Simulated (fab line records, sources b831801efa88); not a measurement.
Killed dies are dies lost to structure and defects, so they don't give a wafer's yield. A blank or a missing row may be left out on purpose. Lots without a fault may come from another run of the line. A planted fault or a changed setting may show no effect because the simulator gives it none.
Which tool did it? | flow gf180mcu | 11 lots, 33 wafers sampled, at 6 steps of a route of 602

WHAT THE GAUGES READ, wafer by wafer
GF_M1_OVL_MEAS_15. Usual: M1_OVL 2 nm, standard deviation 4.5.
lot  | measured     | on         | M1_OVL (nm) | flag
L688 | day 16 22:02 | overlay-01 | -1 1 0      |
L692 | day 18 19:17 | overlay-01 | -1 -7 -3    |
L695 | day 19 22:16 | overlay-01 | 6 7 4       |
L696 | day 20 03:40 | overlay-02 | 9 2 -2      |
L698 | day 20 19:16 | overlay-02 | -6 -1 -7    |
L700 | day 21 14:29 | overlay-02 | 16 8 8      |
L706 | day 23 18:59 | overlay-01 | -2 0 11     |
L708 | day 24 09:59 | overlay-02 | 4 1 0       |
L709 | day 24 12:08 | overlay-02 | 5 4 0       |
L710 | day 24 16:07 | overlay-01 | 1 4 0       |
L711 | day 25 05:28 | overlay-01 | -5 4 -1     |

GF_V1_RS_MEAS_24: measures by four-point-probe. Usual: V1_W_RS 0.329 ohm/sq, standard deviation 0.003.
lot  | measured     | on            | V1_W_RS (ohm/sq)  | flag
L688 | day 17 23:46 | film_metro-04 | 0.328 0.322 0.330 |
L692 | day 19 22:17 | film_metro-04 | 0.329 0.331 0.333 |
L695 | day 21 00:34 | film_metro-01 | 0.331 0.307 0.309 | OFF
L696 | day 21 06:21 | film_metro-02 | 0.328 0.328 0.327 |
L698 | day 21 21:34 | film_metro-04 | 0.307 0.333 0.309 | OFF
L700 | day 22 15:04 | film_metro-04 | 0.327 0.326 0.327 |
L706 | day 24 19:35 | film_metro-04 | 0.335 0.336 0.337 |
L708 | day 25 10:24 | film_metro-04 | 0.329 0.327 0.325 |
L709 | day 25 12:14 | film_metro-02 | 0.328 0.327 0.332 |
L710 | day 25 16:47 | film_metro-04 | 0.331 0.327 0.329 |
L711 | day 26 04:42 | film_metro-04 | 0.330 0.324 0.327 |

GF_V1_THK_MEAS_25: measures by xrf. Usual: V1_W_THK 341 nm, standard deviation 4.6.
lot  | measured     | on            | V1_W_THK (nm) | flag
L688 | day 17 23:53 | film_metro-04 | 342 349 342   |
L692 | day 19 22:23 | film_metro-04 | 343 340 338   |
L695 | day 21 00:41 | film_metro-01 | 334 356 358   |
L696 | day 21 06:28 | film_metro-02 | 342 341 340   |
L698 | day 21 21:41 | film_metro-04 | 372 344 371   | OFF
L700 | day 22 15:11 | film_metro-04 | 347 345 344   |
L706 | day 24 19:41 | film_metro-04 | 334 334 332   |
L708 | day 25 10:31 | film_metro-04 | 342 346 347   |
L709 | day 25 12:21 | film_metro-02 | 339 339 335   |
L710 | day 25 16:54 | film_metro-04 | 340 346 339   |
L711 | day 26 04:48 | film_metro-04 | 341 350 345   |

WHICH TOOL RAN EACH LOT (tool, then ch and the chambers of the sampled wafers, then the start)
lot  | GF_M1_SPUTTER_01             | GF_V1_STRIP_18                       | GF_V1_CVD_23
L688 | pvd_sputter-01, day 15 23:20 | plasma_asher-03 ch 0,1, day 17 23:01 | cvd_w-02 ch 0,1, day 17 23:39
L692 | pvd_sputter-03, day 17 19:11 | plasma_asher-04 ch 0,1, day 19 21:31 | cvd_w-02 ch 0,1, day 19 22:09
L695 | pvd_sputter-03, day 18 21:32 | plasma_asher-03 ch 0,1, day 20 23:50 | cvd_w-02 ch 0,1, day 21 00:28
L696 | pvd_sputter-02, day 19 03:18 | plasma_asher-03 ch 0,1, day 21 05:28 | cvd_w-01 ch 1, day 21 06:08
L698 | pvd_sputter-01, day 19 19:05 | plasma_asher-03 ch 0,1, day 21 20:47 | cvd_w-02 ch 0,1, day 21 21:28
L700 | pvd_sputter-03, day 20 14:34 | plasma_asher-02 ch 0,1, day 22 14:19 | cvd_w-01 ch 0,1, day 22 14:56
L706 | pvd_sputter-03, day 22 20:49 | plasma_asher-04 ch 0,1, day 24 18:47 | cvd_w-01 ch 0,1, day 24 19:28
L708 | pvd_sputter-02, day 23 11:40 | plasma_asher-03 ch 0,1, day 25 09:37 | cvd_w-02 ch 0,1, day 25 10:17
L709 | pvd_sputter-01, day 23 14:07 | plasma_asher-03 ch 0,1, day 25 11:20 | cvd_w-02 ch 1, day 25 12:00
L710 | pvd_sputter-01, day 23 18:06 | plasma_asher-04 ch 0,1, day 25 15:55 | cvd_w-02 ch 1, day 25 16:33
L711 | pvd_sputter-03, day 24 07:44 | plasma_asher-03 ch 0,1, day 26 03:56 | cvd_w-02 ch 0,1, day 26 04:35
- GF_M1_SPUTTER_01: material TiN, target thk 30 nm, time 25 s.
- GF_V1_STRIP_18: strips in O2/N2.
- GF_V1_CVD_23: deposits W, target thk 350 nm, time 105.05 s.

WHAT THE TOOLS THEMSELVES READ (means of the sampled wafers that have a number; where no wafer has one, the mark that the record gives instead)
GF_M1_SPUTTER_01. Usual: chamber_pressure_pa 0.4000 Pa, standard deviation 0.00091; throttle_valve_pct 30.2 %, standard deviation 1.1.
lot  | tool           | chamber_pressure_pa (Pa) | throttle_valve_pct (%) | flag
L688 | pvd_sputter-01 | 0.3990                   | 30.6                   |
L692 | pvd_sputter-03 | 0.4001                   | 29.9                   |
L695 | pvd_sputter-03 | 0.3999                   | 30.1                   |
L696 | pvd_sputter-02 | 0.4004                   | 29.9                   |
L698 | pvd_sputter-01 | 0.3999                   | 29.7                   |
L700 | pvd_sputter-03 | 0.3999                   | 29.7                   |
L706 | pvd_sputter-03 | 0.3993                   | 30.2                   |
L708 | pvd_sputter-02 | 0.3992                   | 31.3                   |
L709 | pvd_sputter-01 | 0.4003                   | 30.3                   |
L710 | pvd_sputter-01 | 0.3993                   | 30.8                   |
L711 | pvd_sputter-03 | 0.4006                   | 30.2                   |

GF_V1_STRIP_18. Usual: drypump_motor_current_A 5.3 A, standard deviation 0.58; heater_power_w 335 W, standard deviation 25; o2_flow_sccm 3001 sccm, standard deviation 9.9; oes_product_au 0.592 a.u., standard deviation 0.0045.
lot  | tool            | drypump_motor_current_A (A) | heater_power_w (W) | o2_flow_sccm (sccm) | oes_product_au (a.u.) | flag
L688 | plasma_asher-03 | 5.0                         | 365                | 2991                | 0.589                 |
L692 | plasma_asher-04 | 5.4                         | 314                | 2998                | 0.592                 |
L695 | plasma_asher-03 | 5.0                         | 336                | 3000                | 0.595                 |
L696 | plasma_asher-03 | 5.0                         | 345                | 2996                | 0.592                 |
L698 | plasma_asher-03 | 5.0                         | 343                | 3004                | 0.593                 |
L700 | plasma_asher-02 | 5.5                         | 347                | 3010                | 0.592                 |
L706 | plasma_asher-04 | 5.4                         | 321                | 3006                | 0.594                 |
L708 | plasma_asher-03 | 5.0                         | 346                | 3007                | 0.594                 |
L709 | plasma_asher-03 | 5.0                         | 349                | 2984                | 0.592                 |
L710 | plasma_asher-04 | 5.4                         | 317                | 3007                | 0.596                 |
L711 | plasma_asher-03 | 5.0                         | 337                | 2997                | 0.589                 |

GF_V1_CVD_23. Usual: chamber_pressure_Torr 40.01 Torr, standard deviation 0.084; heater_power_w 869 W, standard deviation 36.
lot  | tool     | chamber_pressure_Torr (Torr) | heater_power_w (W) | flag
L688 | cvd_w-02 | 39.99                        | 824                |
L692 | cvd_w-02 | 39.98                        | 835                |
L695 | cvd_w-02 | 44.32                        | 836                | OFF
L696 | cvd_w-01 | 39.93                        | 896                |
L698 | cvd_w-02 | 44.38                        | 853                | OFF
L700 | cvd_w-01 | 40.04                        | 899                |
L706 | cvd_w-01 | 40.00                        | 907                |
L708 | cvd_w-02 | 40.02                        | 861                |
L709 | cvd_w-02 | 40.09                        | 831                |
L710 | cvd_w-02 | 39.90                        | 830                |
L711 | cvd_w-02 | 40.05                        | 840                |

THE ANSWER, worked out from the rows above alone
Rule: a lot is off if the mean of its wafers that have a number lies more than 3 standard deviations from the usual mean. A lot without any number at a reading at which 4 lots or more have one is off too. The other lots that the step has rows for count as sound. The gauges are gone through in route order, then the tools' own readings, and for those a lot's mean is taken as printed above. The first step at which some lot is off is used, and at that step the reading that is off furthest; a lot without a number counts as furthest.
Off: L695, L698, at GF_V1_RS_MEAS_24 (V1_W_RS).
A tool fits if, at a process step before that reading, it ran every lot that is off, and no sound lot after the first of them. The gauges at GF_V1_RS_MEAS_24 aren't tried: what is off there is off at GF_V1_CVD_23 too, on other tools, and a gauge's error can't cause that. None of those tried fits.

WHAT THE SIMULATOR HAD PUT IN
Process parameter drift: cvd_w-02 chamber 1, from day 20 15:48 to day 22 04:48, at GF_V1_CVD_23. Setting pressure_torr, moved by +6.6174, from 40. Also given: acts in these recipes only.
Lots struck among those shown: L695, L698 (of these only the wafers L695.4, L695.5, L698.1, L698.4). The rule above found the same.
